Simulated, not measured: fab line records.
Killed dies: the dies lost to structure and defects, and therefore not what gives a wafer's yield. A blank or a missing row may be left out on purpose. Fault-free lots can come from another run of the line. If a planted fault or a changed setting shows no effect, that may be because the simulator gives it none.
fab line records | flow sky130
record: lots: 6 | wafers: 18 | last-day: 50
route steps=708 shown CAPM@550 METAL3@555
lots with no fault: from the same line, run without faults
start-h: hours from the record's opening day to when the first of the lot's shown wafers began | wait-h: hours from the lot's prior step to this one | " identical to the entry in the row above | L1.1+2: one row covering several wafers at once | - either no value or no given start | * or withheld: withheld | < > ~ a bound
route shown NAME@n: names a module that has steps shown in the file, with the first one's number in the route | usual: average and standard deviation across the fault-free wafers | same: alike in all rows | chamber/n: place in a boat | sites: the reading at each site | _std_site: standard deviation of those values | _edge_site: the outer-site mean with the inner-site mean subtracted | radius-mm: how far each site lies from the wafer's centre | mask NAME#n: copy n | behind: the tool/chamber that last shaped the wafer | hold: why the lot was held/for how many hours/how that ended | device: which transistor (n, p or np) failed to switch | end of line: the tests these same wafers got at the end of their route | a step with no rows: only its recipe | killed: dies that structure and defects cost at the first sort, which is not the same as the wafer's yield | map: dies across one wafer; x = killed, . = not, _ = none there
set.NAME: the setting that was run; set.NAME@STEP: the one run at that earlier step | model.NAME: the simulator's own value behind a step, which no gauge read
lots at selected steps of the route; one table per step, one row per wafer
services: a tool's chamber out of use, with start hour (start-h, from the record's first day; less than 0 if before it), hours out, and reason
== steps ==
step: SKY_CAPM_METAL_ETCH_13
recipe: target-depth-nm: 220 | stop-on: SiO2 | chemistry: Cl2/BCl3 | target: TiN | pressure-mtorr: 10 | icp-w: 900 | bias-w: 48.5 | Cl2_flow_sccm: 60 | bcl3-flow-sccm: 30 | time-s: 62.9
usual: drypump-motor-current-A: 5.38/0.3 | he-backside-leak-sccm: 3.5/0.38 | mfc-cl2-sccm: 60.02/0.17 | oes-product-au: 0.943/0.0098 | throttle-valve-pct: 21.901/0.01
lot.wafer | tool         | chamber | start-h | wait-h | drypump-motor-current-A | he-backside-leak-sccm | mfc-cl2-sccm | oes-product-au | rf-hours-counter-h | throttle-valve-pct
L442.3    | rie-metal-01 | 0       | 905.00  | 0.0    | 5.85                    | 3.5                   | 60.07        | 0.941          | -                  | 21.912
L442.5    | "            | 1       | "       | "      | 5.11                    | 3.2                   | 60.03        | 0.936          | -                  | 21.901
L442.6    | "            | 0       | "       | "      | 5.84                    | 3.4                   | 60.01        | 0.942          | -                  | 21.904
L450.1    | rie-metal-04 | 1       | 958.61  | 0.0    | 5.61                    | 3.4                   | 60.36        | 0.943          | 17                 | 21.907
L450.3    | "            | 0       | "       | "      | 5.01                    | 3.5                   | 59.74        | 0.933          | -                  | 21.905
L450.6    | "            | 1       | "       | "      | 5.60                    | 3.3                   | 60.12        | 0.946          | -                  | 21.900
L452.1    | rie-metal-04 | 0       | 973.32  | 0.0    | 5.01                    | 3.6                   | 59.79        | 0.950          | 17                 | 21.870
L452.4    | "            | 0       | "       | "      | 4.98                    | 3.5                   | 60.05        | 0.945          | -                  | 21.900
L452.6    | "            | 0       | "       | "      | 4.98                    | 3.5                   | 59.81        | 0.956          | -                  | 21.904
L453.1    | rie-metal-04 | 0       | 979.25  | 0.0    | 4.93                    | 3.6                   | 60.02        | 0.929          | 17                 | 21.911
L453.2    | "            | 0       | "       | "      | 4.95                    | 3.7                   | 60.00        | 0.935          | -                  | 21.913
L453.4    | "            | 0       | "       | "      | 4.95                    | 3.6                   | 60.42        | 0.932          | -                  | 21.898
L459.3    | rie-metal-03 | 0       | 1020.09 | 0.0    | 5.59                    | 3.5                   | 59.94        | 0.940          | -                  | 21.905
L459.4    | "            | 1       | "       | "      | 5.17                    | 3.5                   | 59.85        | 0.957          | -                  | 21.892
L459.6    | "            | 0       | "       | "      | 5.56                    | 6.1                   | 60.12        | 0.947          | -                  | 21.896
L460.3    | rie-metal-04 | 1       | 1025.29 | 0.0    | 5.62                    | 3.3                   | 59.97        | 0.942          | -                  | 21.900
L460.4    | "            | 0       | "       | "      | 5.02                    | 3.4                   | 59.88        | 0.946          | -                  | 21.902
L460.6    | "            | 1       | "       | "      | 5.61                    | 3.5                   | 59.93        | 0.948          | -                  | 21.899
step: SKY_CAPM_STRIP_14
recipe: chemistry: O2/N2 | power-w: 1400 | pressure-mtorr: 1500 | platen-temp-c: withheld | o2-flow-sccm: 2851 | n2-flow-sccm: 300 | overash-fraction: 0.5
usual: drypump-motor-current-A: 5.7/0.62 | oes-product-au: 0.709/0.0045 | strip-time-to-endpoint-s: 12.69/0.06
lot.wafer | tool            | chamber | start-h | wait-h | drypump-motor-current-A | oes-product-au | rf-hours-counter-h | strip-time-to-endpoint-s
L442.3    | plasma-asher-03 | 1       | 905.08  | 0.1    | 4.9                     | 0.707          | -                  | 12.66
L442.5    | "               | 0       | "       | "      | 6.5                     | 0.711          | -                  | 12.66
L442.6    | "               | 1       | "       | "      | 4.9                     | 0.712          | -                  | 12.66
L450.1    | plasma-asher-01 | 1       | 958.69  | 0.1    | 5.6                     | 0.711          | 82                 | 12.71
L450.3    | "               | 0       | "       | "      | 4.9                     | 0.710          | -                  | 12.75
L450.6    | "               | 1       | "       | "      | 5.6                     | 0.703          | -                  | 12.68
L452.1    | plasma-asher-01 | 0       | 973.48  | 0.1    | 4.9                     | 0.708          | 84                 | 12.71
L452.4    | "               | 1       | "       | "      | 5.6                     | 0.712          | -                  | 12.66
L452.6    | "               | 1       | "       | "      | 5.5                     | 0.712          | -                  | 12.68
L453.1    | plasma-asher-02 | 1       | 979.41  | 0.1    | 5.5                     | 0.708          | 24                 | 12.71
L453.2    | "               | 0       | "       | "      | 6.4                     | 0.712          | 24                 | 12.70
L453.4    | "               | 1       | "       | "      | 5.5                     | 0.712          | -                  | 12.69
L459.3    | plasma-asher-03 | 0       | 1020.17 | 0.1    | 6.5                     | 0.708          | -                  | 12.81
L459.4    | "               | 1       | "       | "      | 4.9                     | 0.705          | -                  | 12.61
L459.6    | "               | 0       | "       | "      | 6.5                     | 0.703          | -                  | 12.74
L460.3    | plasma-asher-02 | 1       | 1025.37 | 0.1    | 5.5                     | 0.710          | -                  | 12.68
L460.4    | "               | 0       | "       | "      | 6.4                     | 0.710          | -                  | 12.77
L460.6    | "               | 0       | "       | "      | 6.5                     | 0.708          | -                  | 12.66
step: SKY_CAPM_STRIP_15
recipe: chemistry: post-etch-residue-remover | time-s: 1200 | temp-c: 72.5
step: SKY_CAPM_CLEAN_16
recipe: chemistry: IPA | time-s: 180 | temp-c: 25
step: SKY_CAPM_CLEAN_17
recipe: chemistry: O3/DIW | dry: n2-spin
step: SKY_METAL3_DEHYDRATE_05
recipe: temp-c: 200 | time-s: 60
step: SKY_METAL3_HMDS_06
recipe: prime-time-s: 60 | prime-temp-c: 120
step: SKY_METAL3_COAT_07
recipe: resist: BARC | temp-c: withheld | time-s: withheld | spin-rpm: 3000 | resist-thk-nm: 60
step: SKY_METAL3_COAT_08
recipe: resist: KrF-thick | spin-rpm: 3000 | resist-thk-nm: 1140
step: SKY_METAL3_SOFTBAKE_09
recipe: temp-c: 100 | time-s: 90 | resist: KrF-thick
step: SKY_METAL3_EXPOSE_10
recipe: mask-id: MM3 | na: 0.68 | source-shape: annular | sigma-inner: 0.4 | sigma-outer: 0.8 | target-cd-nm: 300 | dose-mj: 28
step: SKY_METAL3_PEB_11
recipe: peb-temp-c: withheld | peb-time-s: withheld | resist: KrF-thick
step: SKY_METAL3_DEVELOP_12
recipe: develop-time-s: 57.68 | resist: KrF-thick | dev-temp-c: 21
usual: chill-plate-temp-C: 23.01/0.11 | develop-time-s: 57.68/0 | resist-line-temp-C: 22.99/0.096
lot.wafer | tool           | chamber | start-h | wait-h | chill-plate-temp-C | develop-time-s | resist-line-temp-C | model.KrF-thick_of_METAL3_COAT_08.thk-nm
L442.3    | litho-track-03 | 0       | 930     | -      | 23.18              | 57.68          | 22.99              | 1130
L442.5    | "              | 0       | "       | "      | 23.20              | 57.68          | 22.99              | 1127
L442.6    | "              | 0       | "       | "      | 23.21              | 57.68          | 23.04              | 1129
L450.1    | litho-track-02 | 0       | 983     | -      | 23.06              | 57.68          | 23.02              | 1124
L450.3    | "              | 0       | "       | "      | 23.18              | 57.68          | 22.90              | 1130
L450.6    | "              | 0       | "       | "      | 23.12              | 57.68          | 23.06              | 1129
L452.1    | litho-track-03 | -       | 997     | -      | -                  | -              | -                  | 1143
L452.4    | "              | -       | "       | "      | -                  | -              | -                  | 1141
L452.6    | "              | -       | "       | "      | -                  | -              | -                  | 1139
L453.1    | litho-track-02 | -       | 1004    | -      | -                  | -              | -                  | 1144
L453.2    | "              | -       | "       | "      | -                  | -              | -                  | 1141
L453.4    | "              | -       | "       | "      | -                  | -              | -                  | 1140
L459.3    | litho-track-02 | 0       | 1042    | -      | 23.02              | 57.68          | 22.92              | 1127
L459.4    | "              | 0       | "       | "      | 22.86              | 57.68          | 23.08              | 1122
L459.6    | "              | 0       | "       | "      | 22.90              | 57.68          | 22.88              | 1125
L460.3    | litho-track-02 | 0       | 1048    | -      | 22.99              | 57.68          | 22.94              | 1125
L460.4    | "              | 0       | "       | "      | 23.02              | 57.68          | 22.99              | 1125
L460.6    | "              | 0       | "       | "      | 22.86              | 57.68          | 22.77              | 1122
step: SKY_METAL3_CD_MEAS_13
recipe: target-cd-nm: 300
usual: cd-nm: 300.5/1.4
lot.wafer | tool      | chamber | start-h | wait-h | cd-nm
L442.3    | cd-sem-01 | -       | 930.57  | -      | 301.8
L442.5    | "         | -       | "       | "      | 301.1
L442.6    | "         | -       | "       | "      | 301.5
L450.1    | cd-sem-01 | -       | 983.19  | -      | 302.2
L450.3    | "         | -       | "       | "      | 300.5
L450.6    | "         | -       | "       | "      | 301.2
L452.1    | cd-sem-01 | -       | 997.78  | -      | -
L452.4    | "         | -       | "       | "      | -
L452.6    | "         | -       | "       | "      | -
L453.1    | cd-sem-02 | -       | 1004.44 | -      | -
L453.2    | "         | -       | "       | "      | -
L453.4    | "         | -       | "       | "      | -
L459.3    | cd-sem-02 | -       | 1042.98 | -      | 300.6
L459.4    | "         | -       | "       | "      | 299.9
L459.6    | "         | -       | "       | "      | 300.7
L460.3    | cd-sem-02 | -       | 1048.28 | -      | 298.9
L460.4    | "         | -       | "       | "      | 298.8
L460.6    | "         | -       | "       | "      | 298.4
== services ==
tool            | chamber | start-h | hours | kind
rie-metal-04    | 0       | 907.78  | 4.0   | repair
plasma-asher-03 | -       | 917.72  | 14.6  | pm
rie-metal-03    | -       | 920.49  | 0.2   | repair
plasma-asher-03 | -       | 933.80  | 1.7   | repair
plasma-asher-03 | -       | 955.15  | 12.0  | repair
rie-metal-04    | 1       | 964.34  | -     | clean
rie-metal-04    | 1       | 964.34  | 23.6  | scheduled-down
rie-metal-04    | 1       | 964.34  | 23.6  | vent-cycle
rie-metal-03    | 1       | 976.43  | 1.9   | repair
rie-metal-04    | 0       | 996.29  | -     | clean
rie-metal-04    | 0       | 996.29  | 26.1  | scheduled-down
rie-metal-04    | 0       | 996.29  | 26.1  | vent-cycle
plasma-asher-01 | -       | 1004.00 | 0.5   | repair
plasma-asher-03 | -       | 1008.83 | 0.4   | repair
rie-metal-01    | -       | 1021.68 | 28.1  | pm
plasma-asher-02 | -       | 1029.06 | 2.4   | repair
== key ==
first-sign: step: SKY_METAL3_DEVELOP_12 | reading: tool-record | direction: missing
effect none on later readings
model-effect: step: SKY_METAL3_DEVELOP_12 | value: KrF-thick_of_METAL3_COAT_08.thk-nm | without: 1127 | struck: 1141
met-at SKY_METAL3_DEVELOP_12
struck-wafers L452.1,L452.4,L452.6,L453.1,L453.2,L453.4
later-rows-left-out L452.1,L452.4,L452.6,L453.1,L453.2,L453.4
sort-left-out L452.1,L452.4,L452.6,L453.1,L453.2,L453.4
onset-between 983 997
fault: kind: skipped-step-whole | tool: litho-track-02,litho-track-03 | chamber: - | onset-h: 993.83 | steps: SKY_METAL3_DEVELOP_12 | scope: struck-lots-only
sort-left-out: the simulated sort isn't trusted on such a fault, so these wafers' sort isn't shown, and their yield isn't known
later-rows-left-out: the simulator's readings of these wafers behind a module that went badly wrong aren't trusted and aren't shown, but for the sort
